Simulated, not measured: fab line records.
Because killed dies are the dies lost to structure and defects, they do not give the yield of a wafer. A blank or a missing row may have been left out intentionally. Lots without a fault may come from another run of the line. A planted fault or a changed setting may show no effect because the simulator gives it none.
A struck lot beside a sound one || flow sky130 || 17 steps out of a route of 708
Sound: the wafers L576.1, L576.3, L576.4. Wafers L582.1, L582.5, L582.6 were the ones struck. At the end, the cause is stated.
Each step with rows lists, per side, the tool, then ch with its chambers, then its first start. Under that, the readings that differ: sound wafers || struck wafers || difference of the means || sigmas: that difference in standard deviations of wafers without a fault.
alike: words and numbers the same on both sides, and readings whose means are apart by under 2 such deviations; not compared: readings that were withheld, readings missing a value for some wafer, numbers with overlapping values and no deviation given by the record, and bounds like >300 which may hide the same value.
A row with sigmas, a row that says differs or no value, or rows on one side alone: a step with any of these is where the two part. When numbers do not overlap yet have no deviation, they are printed without sigmas and do not part them. A reading missing from all wafers of one side parts the sides only when that side holds two or more wafers.

SKY_VIA2_CMP_02: polishes SiO2.
  sound on cmp-02 ch 0,1,2, day 37 02:19; struck on cmp-02 ch 0,2,3, day 38 13:50
  alike: motor-current-A
SKY_VIA2_BOW_MEAS_03:
  sound on film-metro-04 at day 37 02:37; struck on film-metro-04 at day 38 14:02
  alike: VIA2_BOW
then, 8 steps without rows for these wafers: SKY_VIA2_DEHYDRATE_04 (time 60 s); SKY_VIA2_HMDS_05 (prime time 60 s); SKY_VIA2_COAT_06 (resist thk 60 nm); SKY_VIA2_COAT_07 (resist thk 450 nm); SKY_VIA2_SOFTBAKE_08 (time 90 s); SKY_VIA2_EXPOSE_09 (exposes mask VIM2, target cd 200 nm); SKY_VIA2_PEB_10; SKY_VIA2_DEVELOP_11 (develop time 60 s).
SKY_VIA2_CD_MEAS_12: target cd 200 nm.
  sound on cd-sem-02 at day 38 04:14; struck on cd-sem-02 at day 39 14:41
  alike: cd-nm
SKY_VIA2_OVL_MEAS_13:
  sound on overlay-01 at day 38 04:22; struck on overlay-01 at day 39 14:49
  alike: VIA2_OVL
SKY_VIA2_ETCH_14: etches BARC in N2/H2, stops on SiO2, time 45.9 s, target depth 60 nm.
  sound on rie-diel-02 ch 0,1,3, day 38 04:23; struck on rie-diel-01 ch 1,2, day 39 14:50
{"reading": "bias-w (W)", "sound": "100.02 99.95 100.45", "struck": "- - -", "difference": "no value on the struck wafers", "sigmas": ""}
{"reading": "oes-product-au (a.u.)", "sound": "0.867 0.853 0.857", "struck": "1.010 0.991 1.012", "difference": "+0.145", "sigmas": "+29"}
{"reading": "run-length-s (s)", "sound": "74.3 74.1 74.4", "struck": "62.3 62.8 62.9", "difference": -11.6, "sigmas": -28}
{"reading": "model.KrF-thick_of_VIA2_COAT_07.thk-nm (nm)", "sound": "390.8 391.2 390.4", "struck": "404 405.5 405.8", "difference": "+14", "sigmas": ""}
{"reading": "model.etch.depth-nm (nm)", "sound": "60.01 59.9 60.06", "struck": "58.65 57.96 58.71", "difference": -1.55, "sigmas": ""}
  alike: drypump-motor-current-A, throttle-valve-pct
  not compared: rf-hours-counter-h
SKY_VIA2_ETCH_15: etches SiO2 in C4F8/O2/Ar, stops on TiN, target depth 546 nm, time 84 s.
  sound on rie-diel-02 ch 0,1,3, day 38 04:26; struck on rie-diel-01 ch 1,2, day 39 14:53
{"reading": "model.KrF-thick_of_VIA2_COAT_07.thk-nm (nm)", "sound": "283.6 281.7 279.8", "struck": "293.3 297.3 295.2", "difference": "+13.6", "sigmas": ""}
  alike: bias-w, oes-product-au, run-length-s
  not compared: rf-hours-counter-h
SKY_VIA2_STRIP_16: strips in O2/N2.
  sound on plasma-asher-01 ch 0,1, day 38 04:30; struck on plasma-asher-02 ch 0,1, day 39 14:57
{"reading": "strip-time-to-endpoint-s (s)", "sound": "4.057 4.039 3.999", "struck": "4.150 4.197 4.173", "difference": "+0.142", "sigmas": "+6"}
  alike: drypump-motor-current-A, oes-product-au
  not compared: rf-hours-counter-h
then, 1 step without rows for these wafers: SKY_VIA2_STRIP_17 (strips in post etch residue remover, time 1200 s).
-- the record jumps here: 9 days lie between the struck wafers' starts before and after (it left off in module VIA2 and takes up again in module PAD_OPEN, whose first step shown is number 708 of the route) --
SKY_PAD_OPEN_PROBE_99:
  sound on prober-02 at day 47 05:01; struck on prober-01 at day 48 10:37
  alike: defect-limited-yield, killed_at_M0_to_M3, killed_at_M4_up, killed-at-contacts, killed-at-front-end, killed-at-other, killed-dies, killed-on-rim, killed-open, killed-short, sort_bin_3_pad_short, sort_bin_5_function, sort_bin_6_memory, sort-n-pass, sort-yield-pct
  not compared: model.etest.res-pdiff.width-nm, model.etest.res-ndiff.width-nm, model.etest.via2-chain.rc-ohm

WHERE THEY PART
Earliest at SKY_VIA2_ETCH_14; latest, in this record, at SKY_VIA2_STRIP_16. Later steps at which nothing parts them and some readings are alike: SKY_PAD_OPEN_PROBE_99.

WHY: whatever the simulator had introduced
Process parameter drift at SKY_VIA2_ETCH_14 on rie-diel-01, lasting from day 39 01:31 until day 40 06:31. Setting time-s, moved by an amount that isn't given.
